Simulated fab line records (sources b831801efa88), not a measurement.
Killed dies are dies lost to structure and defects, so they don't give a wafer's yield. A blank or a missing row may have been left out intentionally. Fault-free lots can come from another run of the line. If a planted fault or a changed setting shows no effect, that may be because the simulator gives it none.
Chamber matching || flow sky130 || 4 sister chambers for SKY_METAL3_ETCH_17 on rieDiel-01
The step etches SiO2 in C4F8/O2/Ar, stops on TiN, time 3.9 s, target depth 15 nm. 8 wafers are shown with their chamber, then 7 later ones without.

WAFERS WITH THEIR CHAMBER
{"wafer": "L573.3", "chamber": 3, "rfFwdPowerW (W)": 1481, "oesProductAu (a.u.)": 0.738}
{"wafer": "L575.1", "chamber": 0, "rfFwdPowerW (W)": 1471, "oesProductAu (a.u.)": 0.758}
{"wafer": "L575.5", "chamber": 2, "rfFwdPowerW (W)": 1461, "oesProductAu (a.u.)": 0.763}
{"wafer": "L577.2", "chamber": 0, "rfFwdPowerW (W)": 1477, "oesProductAu (a.u.)": 0.746}
{"wafer": "L577.3", "chamber": 2, "rfFwdPowerW (W)": 1461, "oesProductAu (a.u.)": 0.751}
{"wafer": "L577.6", "chamber": 1, "rfFwdPowerW (W)": 1471, "oesProductAu (a.u.)": 0.758}
{"wafer": "L583.1", "chamber": 3, "rfFwdPowerW (W)": 1480, "oesProductAu (a.u.)": 0.750}
{"wafer": "L583.2", "chamber": 1, "rfFwdPowerW (W)": 1467, "oesProductAu (a.u.)": 0.750}

WAFERS WITH NO CHAMBER GIVEN
{"wafer": "L583.5", "rfFwdPowerW (W)": 1473, "oesProductAu (a.u.)": 0.760}
{"wafer": "L591.1", "rfFwdPowerW (W)": 1467, "oesProductAu (a.u.)": 0.743}
{"wafer": "L591.3", "rfFwdPowerW (W)": 1457, "oesProductAu (a.u.)": 0.757}
{"wafer": "L591.4", "rfFwdPowerW (W)": 1473, "oesProductAu (a.u.)": 0.757}
{"wafer": "L594.1", "rfFwdPowerW (W)": 1472, "oesProductAu (a.u.)": 0.760}
{"wafer": "L594.5", "rfFwdPowerW (W)": 1468, "oesProductAu (a.u.)": 0.779}
{"wafer": "L594.6", "rfFwdPowerW (W)": 1473, "oesProductAu (a.u.)": 0.766}

THE CHAMBER EACH PASSED THROUGH
{"wafer": "L583.5", "from the rows above": "can't be placed: 0 or 1", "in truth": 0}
{"wafer": "L591.1", "from the rows above": "can't be placed: 1 or 2 or 0", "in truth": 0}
{"wafer": "L591.3", "from the rows above": 2, "in truth": 2}
{"wafer": "L591.4", "from the rows above": "can't be placed: 0 or 1", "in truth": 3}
{"wafer": "L594.1", "from the rows above": "can't be placed: 0 or 1", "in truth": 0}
{"wafer": "L594.5", "from the rows above": "can't be placed: 1 or 2 or 0", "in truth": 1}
{"wafer": "L594.6", "from the rows above": "can't be placed: 0 or 1", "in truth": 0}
1 of 7 placed correctly. These rows do not allow placing 6 (true chamber among the candidates in 5). Number placed wrongly: 0.
How it was worked out, from the rows above alone: a wafer's distance from a chamber is the root of the sum, over the readings, of the square of ((its reading less the chamber's mean) divided by the reading's scatter). If the next closest chamber is less than 2 further off than the closest, the wafer can't be placed; otherwise it belongs to the closest. The mean given for a chamber averages the wafers shown for that chamber. The scatter: take each reading less its chamber's mean, square it, sum over the shown wafers, divide by the number of wafers less the number of chambers, and take the root.
